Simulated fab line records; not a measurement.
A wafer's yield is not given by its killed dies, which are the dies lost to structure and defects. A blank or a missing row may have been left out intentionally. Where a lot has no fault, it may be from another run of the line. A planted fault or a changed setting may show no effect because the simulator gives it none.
fab line records	flow sky130
record: lots: 5	wafers: 15	last-day: 50
route steps=708 shown METAL5@675 PASSIVATION@681 PAD_OPEN@694
lots with no fault: from the same line, run without faults
start-h: start of the lot's first displayed wafer, in hours after the record's first day	wait-h: hours elapsed since this lot's preceding step	" identical to the entry in the row above	L1.1+2: one row covering several wafers at once	- no value, or no start given	* or withheld: withheld	< > ~ a bound
route shown NAME@n: NAME is a module with steps in the file, n the number in the route of the first one	usual: average and standard deviation across the fault-free wafers	same: alike in all rows	chamber/n: place in a boat	sites: the reading at each site	_std_site: their standard deviation	_edge_site: inner sites' mean taken away from outer sites' mean	radius-mm: how far each site lies from the wafer's centre	mask NAME#n: copy n	behind: tool/chamber where the wafer was last shaped	hold: why the lot went on hold/how many hours it stayed there/how the hold came to an end	device: the n, p or np transistor that did not switch	end of line: the same wafers' tests at the end of the route	where a step has no rows: the recipe by itself	killed: the dies lost at the first sort to structure and to defects; this is not the yield of the wafer	map: a wafer's dies, marking killed ones x, the rest . and places with no die _
set.NAME: the setting that was run; set.NAME@STEP: the one run at that earlier step	model.NAME: the simulator's own value behind a step, which no gauge read
lots at selected steps of the route; one table per step, one row per wafer
services: when a tool's chamber went out of use (start-h, in hours from the record's first day, below 0 if earlier), for how many hours, and the reason
== steps ==
step: SKY_METAL5_DESCUM_14
recipe: chemistry: O2	source-power-w: 150	bias-power-w: 0	pressure-mtorr: 10	temp-c: 40	time-s: 11
usual: drypump-motor-current-A: 5.8/0.45	oes-product-au: 1.001/0.0083	rf-fwd-power-W: 147.7/0.69
lot.wafer	tool	chamber	start-h	wait-h	drypump-motor-current-A	oes-product-au	rf-fwd-power-W	rf-hours-counter-h
L080.2	rie-metal-02	1	1084.71	0.1	6.1	1.003	148.2	22
L080.4	"	1	"	"	6.2	1.012	148.5	-
L080.5	"	1	"	"	6.2	0.999	147.9	-
L081.1	rie-metal-02	0	1087.72	0.1	5.8	1.015	148.5	18
L081.4	"	1	"	"	6.3	1.008	148.4	-
L081.6	"	0	"	"	5.8	1.001	147.7	-
L083.1	rie-metal-03	1	1104.36	0.1	5.0	0.989	146.6	15
L083.4	"	0	"	"	6.1	0.997	147.6	-
L083.5	"	0	"	"	6.1	0.994	147.9	-
L085.3	rie-metal-03	1	1113.52	0.1	5.0	0.993	147.1	-
L085.4	"	0	"	"	6.1	1.010	148.5	-
L085.6	"	1	"	"	5.0	0.996	147.2	-
L096.3	rie-metal-02	0	1174.62	0.1	5.8	1.003	148.6	-
L096.4	"	1	"	"	6.2	1.011	147.7	-
L096.5	"	1	"	"	6.2	1.006	147.9	-
step: SKY_METAL5_METAL_ETCH_15
recipe: target-depth-a: 12600	stop-on: SiO2	over-etch-frac: 0.2	time-s: 252	chemistry: Cl2/BCl3	resist-sidewall-deg: 86	pressure-mtorr: 10	icp-w: 900	bias-w: 48.5	Cl2_flow_sccm: 60	bcl3-flow-sccm: 30
usual: drypump-motor-current-A: 5.8/0.45	oes-product-au: 0.893/0.0046	rf-fwd-power-W: 897.6/2.6	throttle-valve-pct: 22.264/0.0094
lot.wafer	tool	chamber	start-h	wait-h	drypump-motor-current-A	oes-product-au	rf-fwd-power-W	rf-hours-counter-h	throttle-valve-pct
L080.2	rie-metal-02	1	1084.74	0.0	6.2	0.895	898.9	22	22.280
L080.4	"	1	"	"	6.2	0.894	899.1	-	22.287
L080.5	"	1	"	"	6.2	0.894	900.6	-	22.272
L081.1	rie-metal-02	0	1087.76	0.0	5.8	0.885	898.5	18	22.274
L081.4	"	1	"	"	6.2	0.895	902.7	-	22.279
L081.6	"	0	"	"	5.7	0.893	899.5	-	22.271
L083.1	rie-metal-03	1	1104.39	0.0	5.0	0.884	895.7	15	22.265
L083.4	"	0	"	"	6.1	0.892	897.1	-	22.263
L083.5	"	0	"	"	6.1	0.899	895.8	-	22.270
L085.3	rie-metal-03	1	1113.62	0.1	5.0	0.885	894.7	-	22.243
L085.4	"	0	"	"	6.1	0.891	904.1	-	22.264
L085.6	"	1	"	"	5.0	0.892	897.1	-	22.267
L096.3	rie-metal-02	0	1174.72	0.1	5.8	0.887	893.6	-	22.254
L096.4	"	1	"	"	6.2	0.905	894.8	-	22.266
L096.5	"	1	"	"	6.2	0.896	899.0	-	22.269
step: SKY_METAL5_STRIP_16
recipe: chemistry: O2/N2	power-w: 1400	pressure-mtorr: 1500	platen-temp-c: withheld	o2-flow-sccm: 3000	n2-flow-sccm: 300	overash-fraction: 0.5
usual: drypump-motor-current-A: 5.65/0.29	oes-product-au: 0.710/0.0052	strip-time-to-endpoint-s: 13.02/0.11
same: overash-fraction: 0.5
lot.wafer	tool	chamber	start-h	wait-h	drypump-motor-current-A	oes-product-au	rf-hours-counter-h	strip-time-to-endpoint-s
L080.2	plasma-asher-04	0	1084.98	0.2	5.61	0.708	35	13.03
L080.4	"	0	"	"	5.62	0.708	-	13.08
L080.5	"	1	"	"	5.35	0.706	-	12.93
L081.1	plasma-asher-04	1	1087.99	0.2	5.29	0.712	35	12.93
L081.4	"	0	"	"	5.68	0.718	-	12.98
L081.6	"	0	"	"	5.64	0.709	-	12.91
L083.1	plasma-asher-04	0	1104.63	0.2	5.64	0.706	37	12.87
L083.4	"	0	"	"	5.58	0.712	-	13.05
L083.5	"	1	"	"	5.27	0.710	-	12.91
L085.3	plasma-asher-03	1	1113.81	0.1	5.94	0.715	-	13.23
L085.4	"	0	"	"	5.46	0.705	-	12.99
L085.6	"	0	"	"	5.44	0.721	-	13.26
L096.3	plasma-asher-03	0	1174.91	0.1	5.46	0.711	-	13.13
L096.4	"	1	"	"	5.94	0.713	-	12.91
L096.5	"	1	"	"	5.95	0.719	-	12.89
step: SKY_METAL5_STRIP_17
recipe: chemistry: post-etch-residue-remover	time-s: 1200	temp-c: 72.5
lot.wafer	tool	chamber	start-h	wait-h
L080.2+4+5	wet-bench-02	0	1085.08	0.1
L081.1+4+6	wet-bench-01	3	1088.09	0.1
L083.1+4+5	wet-bench-02	2	1104.75	0.1
L085.3+4+6	wet-bench-01	2	1113.88	0.0
L096.3+4+5	wet-bench-01	1	1174.98	0.0
step: SKY_METAL5_CLEAN_18
recipe: chemistry: IPA	time-s: 180	temp-c: 25
lot.wafer	tool	chamber	start-h	wait-h
L080.2+4+5	wet-bench-01	2	1085.42	0.0
L081.1+4+6	wet-bench-02	3	1088.43	0.0
L083.1+4+5	wet-bench-03	3	1105.12	0.0
L085.3+4+6	wet-bench-02	1	1114.22	0.0
L096.3+4+5	wet-bench-01	1	1175.32	0.0
step: SKY_METAL5_CLEAN_19
recipe: chemistry: O3/DIW	dry: n2-spin
lot.wafer	tool	chamber	start-h	wait-h
L080.2+4+5	wet-bench-03	1	1085.48	0.0
L081.1+4+6	wet-bench-01	3	1088.49	0.0
L083.1+4+5	wet-bench-01	1	1105.18	0.0
L085.3+4+6	wet-bench-03	1	1114.28	0.0
L096.3+4+5	wet-bench-01	0	1175.38	0.0
step: SKY_PASSIVATION_CVD_00
recipe: material: SiO2	target-thk-nm: 90	temp-c: 400	time-s: withheld	rf-w: 600
usual: heater-power-w: 634/74	rf-fwd-power-W: 588/3.7
lot.wafer	tool	chamber	start-h	wait-h	heater-power-w	rf-fwd-power-W
L080.2	pecvd-02	0	1085.57	0.0	610	588
L080.4	"	2	"	"	689	586
L080.5	"	1	"	"	533	589
L081.1	pecvd-04	0	1088.58	0.0	645	586
L081.4	"	0	"	"	653	586
L081.6	"	2	"	"	671	588
L083.1	pecvd-01	1	1105.27	0.0	581	593
L083.4	"	1	"	"	587	590
L083.5	"	2	"	"	679	583
L085.3	pecvd-04	2	1114.37	0.0	693	586
L085.4	"	0	"	"	564	585
L085.6	"	1	"	"	714	588
L096.3	pecvd-01	2	1175.47	0.0	619	586
L096.4	"	0	"	"	723	586
L096.5	"	2	"	"	639	587
step: SKY_PASSIVATION_THK_MEAS_01
recipe: reads: SiO2_of_PASSIVATION_CVD_00
usual: PASSIVATION_CVD_00_THK: 90.0/1.1
lot.wafer	tool	chamber	start-h	wait-h	PASSIVATION_CVD_00_THK[nm]
L080.2	film-metro-01	-	1085.60	-	90.3
L080.4	"	-	"	"	91.5
L080.5	"	-	"	"	91.0
L081.1	film-metro-01	-	1088.60	-	88.2
L081.4	"	-	"	"	89.4
L081.6	"	-	"	"	89.8
L083.1	film-metro-01	-	1105.29	-	89.9
L083.4	"	-	"	"	91.6
L083.5	"	-	"	"	91.0
L085.3	film-metro-02	-	1114.41	-	88.3
L085.4	"	-	"	"	90.2
L085.6	"	-	"	"	89.5
L096.3	film-metro-02	-	1175.51	-	89.1
L096.4	"	-	"	"	88.9
L096.5	"	-	"	"	90.5
step: SKY_PASSIVATION_CVD_02
recipe: material: Si3N4	target-thk-nm: 540	temp-c: 400	time-s: withheld	rf-w: 450
usual: heater-power-w: 687/70	rf-fwd-power-W: 449.1/1.3
lot.wafer	tool	chamber	start-h	wait-h	heater-power-w	rf-fwd-power-W
L080.2	pecvd-04	0	1085.65	0.0	690	450.0
L080.4	"	2	"	"	733	448.9
L080.5	"	0	"	"	708	451.4
L081.1	pecvd-02	0	1088.66	0.1	726	448.5
L081.4	"	2	"	"	723	450.8
L081.6	"	1	"	"	606	450.1
L083.1	pecvd-04	1	1105.35	0.1	702	447.0
L083.4	"	2	"	"	747	450.3
L083.5	"	0	"	"	593	446.7
L085.3	pecvd-01	2	1114.45	0.0	734	448.0
L085.4	"	0	"	"	751	448.1
L085.6	"	2	"	"	746	449.6
L096.3	pecvd-04	0	1175.55	0.0	616	450.2
L096.4	"	0	"	"	647	449.0
L096.5	"	1	"	"	766	449.4
step: SKY_PASSIVATION_THK_MEAS_03
recipe: reads: Si3N4_of_PASSIVATION_CVD_02
usual: PASSIVATION_CVD_02_THK: 541/7.1
lot.wafer	tool	chamber	start-h	wait-h	PASSIVATION_CVD_02_THK[nm]
L080.2	film-metro-03	-	1085.88	-	535
L080.4	"	-	"	"	541
L080.5	"	-	"	"	542
L081.1	film-metro-01	-	1088.89	-	541
L081.4	"	-	"	"	553
L081.6	"	-	"	"	550
L083.1	film-metro-01	-	1105.58	-	529
L083.4	"	-	"	"	546
L083.5	"	-	"	"	540
L085.3	film-metro-03	-	1114.70	-	533
L085.4	"	-	"	"	538
L085.6	"	-	"	"	539
L096.3	film-metro-03	-	1175.79	-	528
L096.4	"	-	"	"	540
L096.5	"	-	"	"	541
step: SKY_PASSIVATION_DEHYDRATE_04
recipe: temp-c: 200	time-s: 60
lot.wafer	tool	chamber	start-h	wait-h
L080.2+4+5	litho-track-02	0	1095.56	9.7
L081.1+4+6	litho-track-02	0	1098.43	9.5
L083.1+4+5	litho-track-02	0	1115.03	9.4
L085.3+4+6	litho-track-01	0	1125.11	10.4
L096.3+4+5	litho-track-01	0	1183.71	7.9
step: SKY_PASSIVATION_HMDS_05
recipe: prime-time-s: 60	prime-temp-c: 120
same: prime-time-s: 60
lot.wafer	tool	chamber	start-h	wait-h
L080.2+4+5	litho-track-02	0	1095.71	0.1
L081.1+4+6	litho-track-02	0	1098.58	0.1
L083.1+4+5	litho-track-02	0	1115.18	0.1
L085.3+4+6	litho-track-01	0	1125.26	0.1
L096.3+4+5	litho-track-01	0	1183.86	0.1
step: SKY_PASSIVATION_COAT_06
recipe: spin-rpm: 2000	resist-thk-nm: 3000
usual: spin-speed-rpm: 2000.0/1.6
lot.wafer	tool	chamber	start-h	wait-h	spin-speed-rpm
L080.2	litho-track-02	0	1095.86	0.1	2000.8
L080.4	"	0	"	"	2000.0
L080.5	"	0	"	"	1998.7
L081.1	litho-track-02	0	1098.73	0.1	1998.0
L081.4	"	0	"	"	2001.1
L081.6	"	0	"	"	1998.8
L083.1	litho-track-02	0	1115.33	0.1	1998.5
L083.4	"	0	"	"	1996.9
L083.5	"	0	"	"	1997.8
L085.3	litho-track-01	0	1125.41	0.1	1998.0
L085.4	"	0	"	"	1997.6
L085.6	"	0	"	"	1997.8
L096.3	litho-track-01	0	1184.01	0.1	2001.1
L096.4	"	0	"	"	1999.6
L096.5	"	0	"	"	2001.6
step: SKY_PASSIVATION_SOFTBAKE_07
recipe: temp-c: 110	time-s: withheld
lot.wafer	tool	chamber	start-h	wait-h
L080.2+4+5	litho-track-02	0	1096.02	0.1
L081.1+4+6	litho-track-02	0	1098.88	0.1
L083.1+4+5	litho-track-02	0	1115.48	0.1
L085.3+4+6	litho-track-01	0	1125.57	0.1
L096.3+4+5	litho-track-01	0	1184.17	0.1
step: SKY_PASSIVATION_EXPOSE_08
recipe: mask-id: NSM	target-cd-nm: 3000	na: 0.57	dose-mj: 260
lot.wafer	tool	chamber	start-h	wait-h	mask
L080.2+4+5	iline-stepper-02	0	-	-	NSM#0
L081.1+4+6	iline-stepper-02	0	-	-	NSM#0
L083.1+4+5	iline-stepper-02	0	-	-	NSM#0
L085.3+4+6	iline-stepper-02	0	-	-	NSM#0
L096.3+4+5	iline-stepper-02	0	-	-	NSM#0
step: SKY_PASSIVATION_PEB_09
recipe: temp-c: 115	time-s: withheld
lot.wafer	tool	chamber	start-h	wait-h
L080.2+4+5	litho-track-03	0	-	-
L081.1+4+6	litho-track-01	0	-	-
L083.1+4+5	litho-track-01	0	-	-
L085.3+4+6	litho-track-02	0	-	-
L096.3+4+5	litho-track-01	0	-	-
step: SKY_PASSIVATION_DEVELOP_10
recipe: develop-time-s: 60	dev-temp-c: 23
lot.wafer	tool	chamber	start-h	wait-h
L080.2+4+5	litho-track-03	0	-	-
L081.1+4+6	litho-track-01	0	-	-
L083.1+4+5	litho-track-01	0	-	-
L085.3+4+6	litho-track-02	0	-	-
L096.3+4+5	litho-track-01	0	-	-
step: SKY_PASSIVATION_ETCH_11
recipe: chemistry: CF4/O2	target-depth-nm: 725	stop-on: AlCu	source-w: 800	bias-w: 150	pressure-mtorr: 150	cf4-flow-sccm: 80	O2_flow_sccm: 10	time-s: 161.1
usual: drypump-motor-current-A: 5.9/0.54	oes-product-au: 0.978/0.0071	rf-fwd-power-W: 796.5/2.6	throttle-valve-pct: 5.964/0.0095
lot.wafer	tool	chamber	start-h	wait-h	drypump-motor-current-A	oes-product-au	rf-fwd-power-W	rf-hours-counter-h	throttle-valve-pct
L080.2	rie-diel-02	3	1106.12	-	6.4	0.971	794.4	30	5.954
L080.4	"	3	"	"	6.5	0.982	795.9	-	5.975
L080.5	"	0	"	"	5.5	0.981	801.3	-	5.955
L081.1	rie-diel-04	1	1109.51	-	6.2	0.969	796.7	17	5.966
L081.4	"	3	"	"	6.3	0.981	791.0	16	5.947
L081.6	"	3	"	"	6.3	0.976	793.2	-	5.969
L083.1	rie-diel-02	2	1126.06	-	5.9	0.972	798.5	10	5.950
L083.4	"	3	"	"	6.5	0.986	796.6	30	5.975
L083.5	"	0	"	"	5.5	0.974	799.4	-	5.973
L085.3	rie-diel-04	0	1135.33	-	5.9	0.973	801.2	21	5.963
L085.4	"	2	"	"	6.3	0.981	797.8	10	5.953
L085.6	"	0	"	"	5.9	0.978	802.1	-	5.962
L096.3	rie-diel-04	1	1191.81	-	6.2	0.969	798.0	19	5.971
L096.4	"	2	"	"	6.3	0.979	797.2	12	5.960
L096.5	"	2	"	"	6.3	0.981	797.7	-	5.962
step: SKY_PASSIVATION_STRIP_12
recipe: chemistry: O2/N2	power-w: 1400	pressure-mtorr: 1500	platen-temp-c: withheld	overash-fraction: 0.7	o2-flow-sccm: 3000	n2-flow-sccm: 300
usual: drypump-motor-current-A: 5.7/0.4	oes-product-au: 0.661/0.0041	strip-time-to-endpoint-s: 31.52/0.12
same: overash-fraction: 0.7
lot.wafer	tool	chamber	start-h	wait-h	drypump-motor-current-A	oes-product-au	rf-hours-counter-h	strip-time-to-endpoint-s
L080.2	plasma-asher-01	0	1106.23	0.1	5.5	0.657	65	31.52
L080.4	"	1	"	"	6.1	0.665	-	31.45
L080.5	"	0	"	"	5.5	0.658	-	31.59
L081.1	plasma-asher-03	0	1109.61	0.1	5.5	0.661	3	31.59
L081.4	"	0	"	"	5.5	0.657	-	31.51
L081.6	"	1	"	"	6.0	0.656	-	31.60
L083.1	plasma-asher-03	1	1126.16	0.1	6.0	0.661	5	31.64
L083.4	"	0	"	"	5.5	0.659	-	31.45
L083.5	"	1	"	"	5.9	0.660	-	31.51
L085.3	plasma-asher-02	1	1135.47	0.1	4.9	0.659	-	31.53
L085.4	"	0	"	"	6.0	0.658	-	31.47
L085.6	"	0	"	"	6.0	0.660	-	31.50
L096.3	plasma-asher-02	1	1191.95	0.1	4.9	0.670	-	31.42
L096.4	"	0	"	"	6.0	0.670	-	31.31
L096.5	"	1	"	"	4.9	0.664	-	31.35
step: SKY_PAD_OPEN_DEHYDRATE_00
recipe: temp-c: 200	time-s: 60
lot.wafer	tool	chamber	start-h	wait-h
L080.2+4+5	litho-track-04	0	1115.75	9.5
L081.1+4+6	litho-track-03	0	1119.12	9.5
L083.1+4+5	litho-track-01	0	1135.06	8.9
L085.3+4+6	litho-track-04	0	1144.37	8.9
L096.3+4+5	litho-track-01	0	1199.06	7.1
step: SKY_PAD_OPEN_HMDS_01
recipe: prime-time-s: 60	prime-temp-c: 120
same: prime-time-s: 60
lot.wafer	tool	chamber	start-h	wait-h
L080.2+4+5	litho-track-04	0	1115.90	0.1
L081.1+4+6	litho-track-03	0	1119.27	0.1
L083.1+4+5	litho-track-01	0	1135.21	0.1
L085.3+4+6	litho-track-04	0	1144.52	0.1
L096.3+4+5	litho-track-01	0	1199.21	0.1
step: SKY_PAD_OPEN_COAT_02
recipe: spin-rpm: 2000	resist-thk-nm: 3000
usual: spin-speed-rpm: 1999.9/1.4
lot.wafer	tool	chamber	start-h	wait-h	spin-speed-rpm
L080.2	litho-track-04	0	1116.05	0.1	1998.1
L080.4	"	0	"	"	1999.6
L080.5	"	0	"	"	1999.9
L081.1	litho-track-03	0	1119.42	0.1	2000.8
L081.4	"	0	"	"	1998.2
L081.6	"	0	"	"	2000.2
L083.1	litho-track-01	0	1135.36	0.1	2001.3
L083.4	"	0	"	"	2001.2
L083.5	"	0	"	"	2001.4
L085.3	litho-track-04	0	1144.67	0.1	2001.1
L085.4	"	0	"	"	2000.7
L085.6	"	0	"	"	2000.8
L096.3	litho-track-01	0	1199.36	0.1	1999.9
L096.4	"	0	"	"	1998.2
L096.5	"	0	"	"	2001.0
step: SKY_PAD_OPEN_SOFTBAKE_03
recipe: temp-c: 110	time-s: withheld
lot.wafer	tool	chamber	start-h	wait-h
L080.2+4+5	litho-track-04	0	1116.21	0.1
L081.1+4+6	litho-track-03	0	1119.57	0.1
L083.1+4+5	litho-track-01	0	1135.51	0.1
L085.3+4+6	litho-track-04	0	1144.84	0.1
L096.3+4+5	litho-track-01	0	1199.52	0.1
step: SKY_PAD_OPEN_EXPOSE_04
recipe: mask-id: PDM	target-cd-nm: 60000	na: 0.57	dose-mj: 260
lot.wafer	tool	chamber	start-h	wait-h	mask
L080.2+4+5	iline-stepper-01	0	-	-	PDM#0
L081.1+4+6	iline-stepper-02	0	-	-	PDM#0
L083.1+4+5	iline-stepper-02	0	-	-	PDM#0
L085.3+4+6	iline-stepper-02	0	-	-	PDM#0
L096.3+4+5	iline-stepper-02	0	-	-	PDM#0
step: SKY_PAD_OPEN_PEB_05
recipe: temp-c: 115	time-s: withheld
lot.wafer	tool	chamber	start-h	wait-h
L080.2+4+5	litho-track-04	0	-	-
L081.1+4+6	litho-track-03	0	-	-
L083.1+4+5	litho-track-04	0	-	-
L085.3+4+6	litho-track-04	0	-	-
L096.3+4+5	litho-track-03	0	-	-
step: SKY_PAD_OPEN_DEVELOP_06
recipe: develop-time-s: 60	dev-temp-c: 23
lot.wafer	tool	chamber	start-h	wait-h
L080.2+4+5	litho-track-04	0	-	-
L081.1+4+6	litho-track-03	0	-	-
L083.1+4+5	litho-track-04	0	-	-
L085.3+4+6	litho-track-04	0	-	-
L096.3+4+5	litho-track-03	0	-	-
step: SKY_PAD_OPEN_ETCH_07
recipe: chemistry: CF4/O2	target-depth-nm: 725	stop-on: AlCu	source-w: 800	bias-w: 150	pressure-mtorr: 150	cf4-flow-sccm: 80	O2_flow_sccm: 10	time-s: 161.1
usual: drypump-motor-current-A: 5.8/0.59	oes-product-au: 0.978/0.0062	rf-fwd-power-W: 796.8/2.8	throttle-valve-pct: 5.963/0.0095
lot.wafer	tool	chamber	start-h	wait-h	drypump-motor-current-A	oes-product-au	rf-fwd-power-W	rf-hours-counter-h	throttle-valve-pct
L080.2	rie-diel-03	0	1126.22	-	5.3	0.974	796.4	24	5.973
L080.4	"	3	"	"	5.2	0.983	795.5	20	5.972
L080.5	"	3	"	"	5.2	0.980	800.2	-	5.961
L081.1	rie-diel-01	1	1129.12	-	5.7	0.981	800.2	20	5.960
L081.4	"	0	"	"	6.4	0.980	794.9	23	5.968
L081.6	"	1	"	"	5.7	0.991	797.4	-	5.978
L083.1	rie-diel-03	2	1145.32	-	6.7	0.970	798.1	5	5.966
L083.4	"	3	"	"	5.2	0.987	794.9	21	5.969
L083.5	"	2	"	"	6.7	0.977	794.6	-	5.951
L085.3	rie-diel-03	2	1154.37	-	6.7	0.977	797.5	6	5.960
L085.4	"	1	"	"	6.5	0.971	792.2	20	5.966
L085.6	"	0	"	"	5.3	0.970	796.0	-	5.970
L096.3	rie-diel-03	3	1207.62	-	5.2	0.964	793.0	23	5.952
L096.4	"	2	"	"	6.7	0.974	798.4	7	5.963
L096.5	"	2	"	"	6.7	0.977	799.2	-	5.949
step: SKY_PAD_OPEN_STRIP_08
recipe: chemistry: O2/N2	power-w: 1400	pressure-mtorr: 1500	platen-temp-c: withheld	overash-fraction: 0.7	o2-flow-sccm: 3000	n2-flow-sccm: 300
usual: drypump-motor-current-A: 5.6/0.33	oes-product-au: 0.663/0.0047	strip-time-to-endpoint-s: 37.02/0.11
same: overash-fraction: 0.7
lot.wafer	tool	chamber	start-h	wait-h	drypump-motor-current-A	oes-product-au	rf-hours-counter-h	strip-time-to-endpoint-s
L080.2	plasma-asher-04	0	1126.33	0.1	5.6	0.666	39	36.96
L080.4	"	0	"	"	5.6	0.663	-	37.07
L080.5	"	0	"	"	5.6	0.666	-	36.89
L081.1	plasma-asher-04	1	1129.23	0.1	5.3	0.660	39	37.11
L081.4	"	0	"	"	5.6	0.667	-	37.00
L081.6	"	1	"	"	5.3	0.661	-	37.03
L083.1	plasma-asher-04	1	1145.43	0.1	5.3	0.656	41	37.10
L083.4	"	0	"	"	5.6	0.662	-	36.82
L083.5	"	1	"	"	5.4	0.667	-	36.97
L085.3	plasma-asher-03	1	1154.51	0.1	6.0	0.664	-	37.24
L085.4	"	0	"	"	5.5	0.662	-	37.09
L085.6	"	0	"	"	5.5	0.669	-	37.17
L096.3	plasma-asher-03	1	1207.76	0.1	6.0	0.664	-	36.92
L096.4	"	0	"	"	5.4	0.660	-	36.90
L096.5	"	0	"	"	5.5	0.670	-	36.89
step: SKY_PAD_OPEN_STRIP_09
recipe: chemistry: post-etch-residue-remover	time-s: 1200	temp-c: 72.5
lot.wafer	tool	chamber	start-h	wait-h
L080.2+4+5	wet-bench-02	3	1126.53	0.2
L081.1+4+6	wet-bench-01	0	1129.33	0.1
L083.1+4+5	wet-bench-01	1	1145.53	0.1
L085.3+4+6	wet-bench-02	0	1154.58	0.0
L096.3+4+5	wet-bench-04	0	1207.83	0.0
step: SKY_PAD_OPEN_CLEAN_10
recipe: chemistry: IPA	time-s: 180	temp-c: 25
lot.wafer	tool	chamber	start-h	wait-h
L080.2+4+5	wet-bench-04	2	1126.87	0.0
L081.1+4+6	wet-bench-04	0	1129.67	0.0
L083.1+4+5	wet-bench-04	1	1145.87	0.0
L085.3+4+6	wet-bench-02	2	1154.95	0.0
L096.3+4+5	wet-bench-04	1	1208.17	0.0
step: SKY_PAD_OPEN_CLEAN_11
recipe: chemistry: O3/DIW	dry: n2-spin
lot.wafer	tool	chamber	start-h	wait-h
L080.2+4+5	wet-bench-01	3	1126.93	0.0
L081.1+4+6	wet-bench-01	2	1129.73	0.0
L083.1+4+5	wet-bench-02	3	1145.93	0.0
L085.3+4+6	wet-bench-02	0	1155.02	0.0
L096.3+4+5	wet-bench-04	1	1208.23	0.0
step: SKY_PAD_OPEN_ANNEAL_12
recipe: temp-c: 400	time-s: withheld	ambient: N2/H2	idle-temp-c: 300	ramp-up-c-per-min: 8	ramp-down-c-per-min: 4
usual: ramp-up-c-per-min: 8.0000/0.0014
lot.wafer	tool	chamber	start-h	wait-h	ramp-up-c-per-min
L080.2	furnace-02	0	1127.02	0.0	8.0008
L080.4	"	0	"	"	7.9998
L080.5	"	0	"	"	7.9980
L081.1	furnace-01	0	1129.82	0.0	7.9979
L081.4	"	0	"	"	8.0018
L081.6	"	0	"	"	8.0020
L083.1	furnace-01	0	1146.02	0.0	7.9997
L083.4	"	0	"	"	8.0008
L083.5	"	0	"	"	7.9998
L085.3	furnace-01	0	1155.12	0.0	8.0007
L085.4	"	0	"	"	8.0002
L085.6	"	0	"	"	8.0004
L096.3	furnace-02	0	1208.32	0.0	7.9998
L096.4	"	0	"	"	8.0016
L096.5	"	0	"	"	8.0013
step: SKY_PAD_OPEN_BOW_MEAS_13
recipe: mode: bow
usual: PAD_OPEN_BOW: 49/8.5
lot.wafer	tool	chamber	start-h	wait-h	PAD_OPEN_BOW[um]
L080.2	film-metro-01	-	1128.54	-	42
L080.4	"	-	"	"	41
L080.5	"	-	"	"	52
L081.1	film-metro-03	-	1131.32	-	45
L081.4	"	-	"	"	44
L081.6	"	-	"	"	39
L083.1	film-metro-01	-	1147.52	-	41
L083.4	"	-	"	"	47
L083.5	"	-	"	"	51
L085.3	film-metro-04	-	1156.66	-	50
L085.4	"	-	"	"	45
L085.6	"	-	"	"	34
L096.3	film-metro-03	-	1209.86	-	51
L096.4	"	-	"	"	54
L096.5	"	-	"	"	50
== services ==
tool	chamber	start-h	hours	kind
rie-diel-01	3	1063.40	6.3	repair
furnace-02	-	1069.62	3.3	pm
pecvd-01	0	1070.03	4.7	repair
plasma-asher-03	-	1072.21	11.9	repair
rie-diel-02	2	1078.48	31.9	repair
rie-diel-02	3	1083.35	3.5	repair
plasma-asher-01	-	1083.75	3.9	repair
pecvd-01	-	1086.17	2.9	repair
furnace-01	-	1109.70	4.0	pm
rie-diel-03	1	1112.74	4.4	repair
rie-diel-01	1	1113.69	14.0	repair
rie-metal-03	0	1120.53	5.8	repair
wet-bench-04	-	1120.82	1.9	pm
rie-diel-04	1	1128.67	6.2	repair
rie-diel-01	2	1145.00	3.0	repair
rie-diel-01	-	1147.10	0.9	repair
rie-diel-03	-	1152.39	1.2	repair
wet-bench-03	-	1163.17	1.4	repair
plasma-asher-04	-	1174.27	0.9	repair
iline-stepper-02	-	1176.32	1.7	pm
pecvd-02	-	1188.24	2.8	pm
furnace-02	-	1189.61	17.7	repair
pecvd-02	-	1198.73	0.4	repair
rie-diel-04	0	1199.57	13.0	repair
== key ==
fault none
